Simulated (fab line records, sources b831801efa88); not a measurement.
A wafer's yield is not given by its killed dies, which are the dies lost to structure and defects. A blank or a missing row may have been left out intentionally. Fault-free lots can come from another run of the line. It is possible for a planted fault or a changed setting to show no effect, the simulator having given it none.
fab line records	flow sky130
[record] lots = 5	wafers = 15	last_day = 50
route steps=708 shown LDD_N@248 LDD_P@255 LDD_HVN@267
lots untouched by any fault: they come from a run of this same line in which no faults occurred
start_h: hours from the record's first day to the start of the lot's first wafer shown	wait_h: hours since the lot's step before	" the same as in the row above	L1.1+2: several wafers, shown together as one row	- either no value or no given start	* or withheld: withheld	< > ~ a bound
route shown NAME@n: names a module that has steps shown in the file, with the first one's number in the route	usual: mean and standard deviation over wafers with no fault	same: alike in all rows	chamber/n: place in a boat	sites: readings site by site	_std_site: standard deviation across them	_edge_site: the outer-site mean with the inner-site mean subtracted	radius_mm: how far each site lies from the wafer's centre	mask NAME#n: copy n	behind: the most recent tool/chamber to have shaped the wafer	hold: what put the lot on hold/how long, in hours/how the hold closed	device: the n, p or np transistor that did not switch	end of line: the route-end tests of the same wafers	a step without rows: its recipe alone	killed: dies that structure and defects cost at the first sort, which is not the same as the wafer's yield	map: shows each die of a wafer: x if killed, . if not, _ if none is there
set.NAME: the setting that was run; set.NAME@STEP: the one run at that earlier step	model.NAME: the simulator's own value behind a step, which no gauge read
lots seen at some steps along the route; tables by step, rows by wafer
services: the hour from which a tool's chamber was out of use, counted from the record's first day as start_h (under 0 if before that day), plus the number of hours and why
[[steps]]
[step SKY_LDD_N_IMPLANT_11]
[recipe] species = As	energy_kev = 20	dose_cm2 = 7.5e+13	tilt_deg = withheld	rotation_deg = 293
[usual] faraday_current_uA = 422/8.9	rotation_deg = 293.00/0.069
lot.wafer	tool	chamber	start_h	wait_h	faraday_current_uA	rotation_deg
L077.1	implanter-04	0	427.40	0.1	432	293.00
L077.2	"	0	"	"	434	292.92
L077.3	"	0	"	"	408	293.03
L078.1	implanter-02	0	439.67	0.1	429	292.89
L078.2	"	0	"	"	425	293.00
L078.3	"	0	"	"	424	292.94
L092.2	implanter-04	0	556.49	0.1	422	293.04
L092.3	"	0	"	"	409	292.94
L092.5	"	0	"	"	411	292.98
L095.2	implanter-04	0	584.59	0.1	403	292.96
L095.4	"	0	"	"	429	292.91
L095.5	"	0	"	"	443	293.01
L096.1	implanter-02	0	591.54	0.1	446	293.13
L096.3	"	0	"	"	431	293.07
L096.4	"	0	"	"	436	293.21
[step SKY_LDD_N_IMPLANT_12]
[recipe] species = BF2	energy_kev = 50	dose_cm2 = 5e+12	tilt_deg = 30	rotation_deg = 0
[usual] faraday_current_uA = 28.2/0.59	rotation_deg = 0.006/0.019
lot.wafer	tool	chamber	start_h	wait_h	faraday_current_uA	rotation_deg
L077.1	implanter-04	0	427.55	0.1	27.9	0.022
L077.2	"	0	"	"	28.0	0.023
L077.3	"	0	"	"	26.7	0.005
L078.1	implanter-02	0	439.82	0.1	28.5	0.001
L078.2	"	0	"	"	28.7	-0.001
L078.3	"	0	"	"	27.9	0.039
L092.2	implanter-04	0	556.64	0.1	27.4	0.009
L092.3	"	0	"	"	27.1	0.003
L092.5	"	0	"	"	27.7	-0.019
L095.2	implanter-04	0	584.74	0.1	27.0	-0.011
L095.4	"	0	"	"	27.6	-0.002
L095.5	"	0	"	"	27.9	-0.006
L096.1	implanter-02	0	591.69	0.1	27.8	0.001
L096.3	"	0	"	"	28.5	0.009
L096.4	"	0	"	"	28.3	0.002
[step SKY_LDD_N_IMPLANT_13]
[recipe] species = BF2	energy_kev = 50	dose_cm2 = 5e+12	tilt_deg = 30	rotation_deg = 90
[usual] faraday_current_uA = 28.2/0.53	rotation_deg = 90.006/0.027
lot.wafer	tool	chamber	start_h	wait_h	faraday_current_uA	rotation_deg
L077.1	implanter-04	0	427.70	0.1	27.7	90.031
L077.2	"	0	"	"	28.9	90.032
L077.3	"	0	"	"	28.2	90.017
L078.1	implanter-02	0	439.97	0.1	27.8	90.009
L078.2	"	0	"	"	27.8	90.003
L078.3	"	0	"	"	27.6	89.989
L092.2	implanter-04	0	556.79	0.1	27.2	90.023
L092.3	"	0	"	"	27.3	89.989
L092.5	"	0	"	"	28.1	90.034
L095.2	implanter-04	0	584.89	0.1	28.1	90.030
L095.4	"	0	"	"	27.8	90.016
L095.5	"	0	"	"	28.4	89.989
L096.1	implanter-02	0	591.84	0.1	28.0	90.087
L096.3	"	0	"	"	28.3	90.027
L096.4	"	0	"	"	28.2	90.012
[step SKY_LDD_N_IMPLANT_14]
[recipe] species = BF2	energy_kev = 50	dose_cm2 = 5e+12	tilt_deg = 30	rotation_deg = 180
[usual] faraday_current_uA = 28.3/0.52	rotation_deg = 180.00/0.046
lot.wafer	tool	chamber	start_h	wait_h	faraday_current_uA	rotation_deg
L077.1	implanter-04	0	427.85	0.1	28.2	179.96
L077.2	"	0	"	"	28.5	179.94
L077.3	"	0	"	"	28.1	179.92
L078.1	implanter-02	0	440.12	0.1	29.2	180.05
L078.2	"	0	"	"	28.2	180.00
L078.3	"	0	"	"	27.6	180.04
L092.2	implanter-04	0	556.94	0.1	27.6	180.04
L092.3	"	0	"	"	28.0	180.03
L092.5	"	0	"	"	27.3	179.98
L095.2	implanter-04	0	585.04	0.1	28.2	180.00
L095.4	"	0	"	"	28.6	179.99
L095.5	"	0	"	"	28.7	179.98
L096.1	implanter-02	0	591.99	0.1	28.5	180.02
L096.3	"	0	"	"	28.5	179.98
L096.4	"	0	"	"	28.5	179.94
[step SKY_LDD_N_IMPLANT_15]
[recipe] species = BF2	energy_kev = 50	dose_cm2 = 5e+12	tilt_deg = 30	rotation_deg = 270
[usual] faraday_current_uA = 28.3/0.6	rotation_deg = 270.01/0.064
lot.wafer	tool	chamber	start_h	wait_h	faraday_current_uA	rotation_deg
L077.1	implanter-04	0	428.00	0.1	28.5	270.12
L077.2	"	0	"	"	29.4	269.98
L077.3	"	0	"	"	28.5	269.93
L078.1	implanter-02	0	440.27	0.1	26.8	270.07
L078.2	"	0	"	"	27.6	270.08
L078.3	"	0	"	"	28.4	270.03
L092.2	implanter-04	0	557.09	0.1	28.3	269.92
L092.3	"	0	"	"	28.2	270.00
L092.5	"	0	"	"	28.0	270.06
L095.2	implanter-04	0	585.19	0.1	28.1	269.99
L095.4	"	0	"	"	28.7	270.01
L095.5	"	0	"	"	28.6	269.92
L096.1	implanter-02	0	592.14	0.1	28.0	269.91
L096.3	"	0	"	"	28.3	270.04
L096.4	"	0	"	"	27.9	270.15
[step SKY_LDD_N_STRIP_16]
[recipe] chemistry = O2/N2	power_w = 1400	pressure_mtorr = 1500	platen_temp_c = withheld	o2_flow_sccm = 3000	n2_flow_sccm = 300	overash_fraction = 0.5
[usual] drypump_motor_current_A = 5.85/0.27	oes_product_au = 0.407/0.0043	strip_time_to_endpoint_s = 4.316/0.016
lot.wafer	tool	chamber	start_h	wait_h	drypump_motor_current_A	oes_product_au	rf_hours_counter_h	strip_time_to_endpoint_s
L077.1	plasma_asher-02	0	428.15	0.1	6.02	0.412	63	4.293
L077.2	"	1	"	"	5.74	0.411	63	4.295
L077.3	"	1	"	"	5.72	0.405	-	4.306
L078.1	plasma_asher-01	0	440.42	0.1	6.24	0.413	1	4.316
L078.2	"	1	"	"	5.90	0.402	1	4.336
L078.3	"	1	"	"	5.91	0.405	-	4.303
L092.2	plasma_asher-01	0	557.22	0.1	6.22	0.406	11	4.338
L092.3	"	1	"	"	5.86	0.412	-	4.323
L092.5	"	1	"	"	5.89	0.402	-	4.321
L095.2	plasma_asher-01	0	585.32	0.1	6.25	0.408	15	4.328
L095.4	"	0	"	"	6.25	0.406	-	4.317
L095.5	"	1	"	"	5.88	0.403	-	4.313
L096.1	plasma_asher-01	1	592.29	0.1	5.88	0.409	15	4.306
L096.3	"	1	"	"	5.90	0.413	-	4.310
L096.4	"	0	"	"	6.25	0.405	-	4.316
[step SKY_LDD_N_TW_MEAS_17]
[usual] LDD_N_TW = 2582/12
lot.wafer	tool	chamber	start_h	wait_h	LDD_N_TW
L077.1	film_metro-03	-	428.25	0.1	2600
L077.2	"	-	"	"	2607
L077.3	"	-	"	"	2602
L078.1	film_metro-04	-	440.52	0.1	2595
L078.2	"	-	"	"	2577
L078.3	"	-	"	"	2579
L092.2	film_metro-03	-	557.33	0.1	2587
L092.3	"	-	"	"	2589
L092.5	"	-	"	"	2571
L095.2	film_metro-03	-	585.43	0.1	2574
L095.4	"	-	"	"	2568
L095.5	"	-	"	"	2583
L096.1	film_metro-03	-	592.39	0.1	2565
L096.3	"	-	"	"	2579
L096.4	"	-	"	"	2587
[step SKY_LDD_P_DEHYDRATE_00]
[recipe] temp_c = 200	time_s = 60
[usual] resist_line_temp_C = 23.00/0.1
lot.wafer	tool	chamber	start_h	wait_h	resist_line_temp_C
L077.1	litho_track-04	0	443.20	14.9	23.11
L077.2	"	0	"	"	23.15
L077.3	"	0	"	"	23.05
L078.1	litho_track-03	0	455.13	14.6	23.11
L078.2	"	0	"	"	23.00
L078.3	"	0	"	"	23.08
L092.2	litho_track-04	0	572.08	14.7	22.77
L092.3	"	0	"	"	22.87
L092.5	"	0	"	"	22.88
L095.2	litho_track-03	0	599.05	13.6	22.84
L095.4	"	0	"	"	22.87
L095.5	"	0	"	"	22.90
L096.1	litho_track-02	0	606.14	13.7	23.00
L096.3	"	0	"	"	23.01
L096.4	"	0	"	"	22.93
[step SKY_LDD_P_HMDS_01]
[recipe] prime_time_s = 60	prime_temp_c = 120
[usual] resist_line_temp_C = 23.00/0.097
lot.wafer	tool	chamber	start_h	wait_h	resist_line_temp_C
L077.1	litho_track-04	0	443.35	0.1	23.16
L077.2	"	0	"	"	22.96
L077.3	"	0	"	"	23.04
L078.1	litho_track-03	0	455.28	0.1	22.93
L078.2	"	0	"	"	22.89
L078.3	"	0	"	"	23.00
L092.2	litho_track-04	0	572.23	0.1	23.27
L092.3	"	0	"	"	23.13
L092.5	"	0	"	"	23.06
L095.2	litho_track-03	0	599.20	0.1	23.06
L095.4	"	0	"	"	22.98
L095.5	"	0	"	"	22.95
L096.1	litho_track-02	0	606.29	0.1	23.07
L096.3	"	0	"	"	23.01
L096.4	"	0	"	"	22.92
[step SKY_LDD_P_COAT_02]
[recipe] resist = NOVOLAK	spin_rpm = 3000	resist_thk_nm = 1140
[usual] resist_line_temp_C = 23.01/0.11	spin_speed_rpm = 2999.8/1.9
lot.wafer	tool	chamber	start_h	wait_h	resist_line_temp_C	spin_speed_rpm
L077.1	litho_track-04	0	443.50	0.1	22.88	2996.7
L077.2	"	0	"	"	22.97	3000.1
L077.3	"	0	"	"	23.02	2998.2
L078.1	litho_track-03	0	455.43	0.1	22.84	3000.5
L078.2	"	0	"	"	23.04	2998.8
L078.3	"	0	"	"	22.90	2998.7
L092.2	litho_track-04	0	572.38	0.1	23.12	2997.8
L092.3	"	0	"	"	23.22	3001.4
L092.5	"	0	"	"	23.18	2999.5
L095.2	litho_track-03	0	599.35	0.1	22.96	2996.7
L095.4	"	0	"	"	23.06	3000.4
L095.5	"	0	"	"	22.98	2998.2
L096.1	litho_track-02	0	606.44	0.1	23.01	2997.5
L096.3	"	0	"	"	22.81	3004.3
L096.4	"	0	"	"	22.86	2999.2
[step SKY_LDD_P_SOFTBAKE_03]
[recipe] temp_c = 90	time_s = 60	resist = NOVOLAK
[usual] resist_line_temp_C = 22.98/0.11
lot.wafer	tool	chamber	start_h	wait_h	resist_line_temp_C
L077.1	litho_track-04	0	443.65	0.1	23.10
L077.2	"	0	"	"	23.08
L077.3	"	0	"	"	23.03
L078.1	litho_track-03	0	455.58	0.1	22.88
L078.2	"	0	"	"	22.95
L078.3	"	0	"	"	23.08
L092.2	litho_track-04	0	572.53	0.1	22.94
L092.3	"	0	"	"	22.83
L092.5	"	0	"	"	23.14
L095.2	litho_track-03	0	599.50	0.1	22.85
L095.4	"	0	"	"	22.86
L095.5	"	0	"	"	22.78
L096.1	litho_track-02	0	606.59	0.1	22.87
L096.3	"	0	"	"	22.82
L096.4	"	0	"	"	22.81
[step SKY_LDD_P_EXPOSE_04]
[recipe] mask_id = PSDM	na = 0.6	source_shape = conventional	sigma_outer = 0.6	polarization = unpolarized	target_cd_nm = 380	dose_mj = 138
lot.wafer	tool	chamber	start_h	wait_h	mask
L077.1+2+3	iline_stepper-02	0	-	-	PSDM#0
L078.1+2+3	iline_stepper-01	0	-	-	PSDM#0
L092.2+3+5	iline_stepper-02	0	-	-	PSDM#0
L095.2+4+5	iline_stepper-02	0	-	-	PSDM#0
L096.1+3+4	iline_stepper-01	0	-	-	PSDM#0
[step SKY_LDD_P_PEB_05]
[recipe] temp_c = withheld	time_s = *	resist = NOVOLAK
[usual] resist_line_temp_C = *
lot.wafer	tool	chamber	start_h	wait_h	resist_line_temp_C
L077.1	litho_track-04	0	-	-	*
L077.2	"	0	"	"	*
L077.3	"	0	"	"	*
L078.1	litho_track-02	0	-	-	*
L078.2	"	0	"	"	*
L078.3	"	0	"	"	*
L092.2	litho_track-02	0	-	-	*
L092.3	"	0	"	"	*
L092.5	"	0	"	"	*
L095.2	litho_track-04	0	-	-	*
L095.4	"	0	"	"	*
L095.5	"	0	"	"	*
L096.1	litho_track-04	0	-	-	*
L096.3	"	0	"	"	*
L096.4	"	0	"	"	*
[step SKY_LDD_P_DEVELOP_06]
[recipe] resist = NOVOLAK	developer = TMAH	develop_time_s = 60	dev_temp_c = 21.99
[usual] resist_line_temp_C = 22.97/0.11
[same] develop_time_s = 60
lot.wafer	tool	chamber	start_h	wait_h	resist_line_temp_C
L077.1	litho_track-04	0	458.75	0.1	22.94
L077.2	"	0	"	"	23.11
L077.3	"	0	"	"	23.02
L078.1	litho_track-02	0	470.74	0.1	22.87
L078.2	"	0	"	"	22.86
L078.3	"	0	"	"	22.83
L092.2	litho_track-02	0	587.16	0.1	23.07
L092.3	"	0	"	"	22.93
L092.5	"	0	"	"	22.97
L095.2	litho_track-04	0	613.68	0.1	22.85
L095.4	"	0	"	"	22.86
L095.5	"	0	"	"	22.84
L096.1	litho_track-04	0	620.80	0.1	22.81
L096.3	"	0	"	"	23.08
L096.4	"	0	"	"	22.99
[step SKY_LDD_P_CD_MEAS_07]
[recipe] target_cd_nm = 380
[usual] cd_nm = 379.9/2.4
lot.wafer	tool	chamber	start_h	wait_h	cd_nm
L077.1	cd_sem-01	-	458.90	0.1	381.4
L077.2	"	-	"	"	382.7
L077.3	"	-	"	"	379.7
L078.1	cd_sem-01	-	470.89	0.1	376.8
L078.2	"	-	"	"	377.3
L078.3	"	-	"	"	377.9
L092.2	cd_sem-02	-	587.31	0.1	378.8
L092.3	"	-	"	"	376.9
L092.5	"	-	"	"	378.4
L095.2	cd_sem-01	-	613.82	0.1	376.1
L095.4	"	-	"	"	378.0
L095.5	"	-	"	"	378.3
L096.1	cd_sem-01	-	620.95	0.1	381.0
L096.3	"	-	"	"	376.8
L096.4	"	-	"	"	378.8
[step SKY_LDD_P_OVL_MEAS_08]
[usual] LDD_P_OVL = -0.3/1.2
lot.wafer	tool	chamber	start_h	wait_h	LDD_P_OVL[nm]
L077.1	overlay-01	-	459.02	0.1	-0.3
L077.2	"	-	"	"	0.3
L077.3	"	-	"	"	-1.2
L078.1	overlay-02	-	471.01	0.1	1.0
L078.2	"	-	"	"	1.2
L078.3	"	-	"	"	0.3
L092.2	overlay-02	-	587.42	0.1	0.4
L092.3	"	-	"	"	-1.1
L092.5	"	-	"	"	-0.7
L095.2	overlay-02	-	613.93	0.1	0.2
L095.4	"	-	"	"	-0.3
L095.5	"	-	"	"	-1.2
L096.1	overlay-02	-	621.07	0.1	0.1
L096.3	"	-	"	"	-1.2
L096.4	"	-	"	"	-0.7
[step SKY_LDD_P_IMPLANT_09]
[recipe] species = BF2	energy_kev = 25	dose_cm2 = 1e+13	tilt_deg = withheld
[usual] faraday_current_uA = 56.2/1.1
lot.wafer	tool	chamber	start_h	wait_h	faraday_current_uA
L077.1	implanter-02	0	459.06	0.0	56.5
L077.2	"	0	"	"	57.6
L077.3	"	0	"	"	55.8
L078.1	implanter-02	0	471.05	0.0	55.9
L078.2	"	0	"	"	58.7
L078.3	"	0	"	"	56.4
L092.2	implanter-01	0	587.47	0.0	56.7
L092.3	"	0	"	"	55.4
L092.5	"	0	"	"	55.8
L095.2	implanter-04	0	614.01	0.1	59.7
L095.4	"	0	"	"	57.5
L095.5	"	0	"	"	55.1
L096.1	implanter-04	0	621.11	0.0	54.8
L096.3	"	0	"	"	56.8
L096.4	"	0	"	"	56.3
[step SKY_LDD_P_STRIP_10]
[recipe] chemistry = O2/N2	power_w = 1400	pressure_mtorr = 1500	platen_temp_c = withheld	o2_flow_sccm = 3000	n2_flow_sccm = 300	overash_fraction = 0.5
[usual] drypump_motor_current_A = 5.8/0.36	oes_product_au = 0.716/0.0039	strip_time_to_endpoint_s = 14.18/0.034
lot.wafer	tool	chamber	start_h	wait_h	drypump_motor_current_A	oes_product_au	rf_hours_counter_h	strip_time_to_endpoint_s
L077.1	plasma_asher-01	1	459.21	0.1	5.9	0.716	3	14.18
L077.2	"	0	"	"	6.2	0.718	3	14.16
L077.3	"	0	"	"	6.2	0.715	-	14.15
L078.1	plasma_asher-04	0	471.20	0.1	5.5	0.711	76	14.15
L078.2	"	1	"	"	5.2	0.717	76	14.15
L078.3	"	1	"	"	5.1	0.710	-	14.14
L092.2	plasma_asher-01	0	587.60	0.1	6.2	0.719	15	14.15
L092.3	"	0	"	"	6.2	0.718	-	14.22
L092.5	"	0	"	"	6.2	0.716	-	14.15
L095.2	plasma_asher-02	0	614.26	0.2	6.0	0.715	82	14.18
L095.4	"	0	"	"	6.0	0.713	-	14.21
L095.5	"	1	"	"	5.7	0.713	-	14.16
L096.1	plasma_asher-02	1	621.26	0.1	5.7	0.718	83	14.19
L096.3	"	0	"	"	6.0	0.718	-	14.21
L096.4	"	1	"	"	5.8	0.718	-	14.20
[step SKY_LDD_P_TW_MEAS_11]
[usual] LDD_P_TW = 635/4
lot.wafer	tool	chamber	start_h	wait_h	LDD_P_TW
L077.1	film_metro-01	-	459.31	0.1	637
L077.2	"	-	"	"	638
L077.3	"	-	"	"	635
L078.1	film_metro-03	-	471.30	0.1	636
L078.2	"	-	"	"	639
L078.3	"	-	"	"	636
L092.2	film_metro-03	-	587.71	0.1	632
L092.3	"	-	"	"	635
L092.5	"	-	"	"	634
L095.2	film_metro-01	-	614.37	0.1	640
L095.4	"	-	"	"	641
L095.5	"	-	"	"	641
L096.1	film_metro-01	-	621.36	0.1	639
L096.3	"	-	"	"	638
L096.4	"	-	"	"	639
[step SKY_LDD_HVN_DEHYDRATE_00]
[recipe] temp_c = 200	time_s = 60
[usual] resist_line_temp_C = 23.01/0.1
lot.wafer	tool	chamber	start_h	wait_h	resist_line_temp_C
L077.1	litho_track-01	0	473.93	14.6	22.97
L077.2	"	0	"	"	22.97
L077.3	"	0	"	"	23.02
L078.1	litho_track-01	0	485.68	14.4	23.07
L078.2	"	0	"	"	22.84
L078.3	"	0	"	"	23.08
L092.2	litho_track-03	0	601.20	13.5	23.01
L092.3	"	0	"	"	22.96
L092.5	"	0	"	"	23.07
L095.2	litho_track-04	0	628.53	14.1	22.94
L095.4	"	0	"	"	23.00
L095.5	"	0	"	"	23.07
L096.1	litho_track-03	0	635.98	14.6	23.00
L096.3	"	0	"	"	23.00
L096.4	"	0	"	"	23.03
[step SKY_LDD_HVN_HMDS_01]
[recipe] prime_time_s = 60	prime_temp_c = 120
[usual] resist_line_temp_C = 22.98/0.11
lot.wafer	tool	chamber	start_h	wait_h	resist_line_temp_C
L077.1	litho_track-01	0	474.08	0.1	22.97
L077.2	"	0	"	"	22.76
L077.3	"	0	"	"	22.88
L078.1	litho_track-01	0	485.83	0.1	22.97
L078.2	"	0	"	"	22.90
L078.3	"	0	"	"	22.86
L092.2	litho_track-03	0	601.35	0.1	23.04
L092.3	"	0	"	"	22.82
L092.5	"	0	"	"	22.85
L095.2	litho_track-04	0	628.68	0.1	22.78
L095.4	"	0	"	"	22.89
L095.5	"	0	"	"	22.78
L096.1	litho_track-03	0	636.13	0.1	23.07
L096.3	"	0	"	"	23.14
L096.4	"	0	"	"	23.01
[step SKY_LDD_HVN_COAT_02]
[recipe] resist = NOVOLAK	spin_rpm = 3000	resist_thk_nm = 300
[usual] resist_line_temp_C = 23.01/0.11	spin_speed_rpm = 2999.9/1.8
lot.wafer	tool	chamber	start_h	wait_h	resist_line_temp_C	spin_speed_rpm
L077.1	litho_track-01	0	474.23	0.1	23.28	2999.5
L077.2	"	0	"	"	23.33	2999.2
L077.3	"	0	"	"	23.11	3000.0
L078.1	litho_track-01	0	485.98	0.1	23.07	2997.2
L078.2	"	0	"	"	23.10	2997.6
L078.3	"	0	"	"	23.09	3000.9
L092.2	litho_track-03	0	601.50	0.1	22.96	2999.4
L092.3	"	0	"	"	23.00	3000.4
L092.5	"	0	"	"	22.99	2999.8
L095.2	litho_track-04	0	628.83	0.1	22.88	3002.1
L095.4	"	0	"	"	22.78	2995.2
L095.5	"	0	"	"	22.96	2999.1
L096.1	litho_track-03	0	636.28	0.1	23.18	2999.7
L096.3	"	0	"	"	23.02	2996.6
L096.4	"	0	"	"	23.06	2998.0
[[services]]
tool	chamber	start_h	hours	kind
plasma_asher-02	-	414.82	3.0	repair
plasma_asher-01	-	421.25	9.0	pm
plasma_asher-01	0	421.25	9.0	vent_cycle
plasma_asher-01	1	421.25	9.0	vent_cycle
plasma_asher-01	0	430.25	-	clean
plasma_asher-01	1	430.25	-	clean
iline_stepper-01	-	436.37	1.7	pm
implanter-04	-	456.13	1.7	repair
implanter-01	-	459.53	5.6	repair
plasma_asher-01	-	462.37	11.4	repair
iline_stepper-02	-	473.31	2.1	pm
implanter-04	-	479.64	4.8	pm
litho_track-03	-	490.07	-	consumable_replace:filter
iline_stepper-01	-	508.58	2.7	repair
iline_stepper-02	-	518.33	1.9	repair
iline_stepper-02	-	531.51	4.4	pm
iline_stepper-02	-	535.95	1.7	pm
implanter-01	-	537.30	3.3	repair
plasma_asher-02	-	542.48	1.1	repair
iline_stepper-01	-	561.42	10.8	repair
plasma_asher-02	-	565.86	4.8	repair
implanter-02	-	577.87	10.7	pm
plasma_asher-02	-	624.68	0.5	repair
iline_stepper-02	-	634.70	11.0	repair
[[key]]
fault none
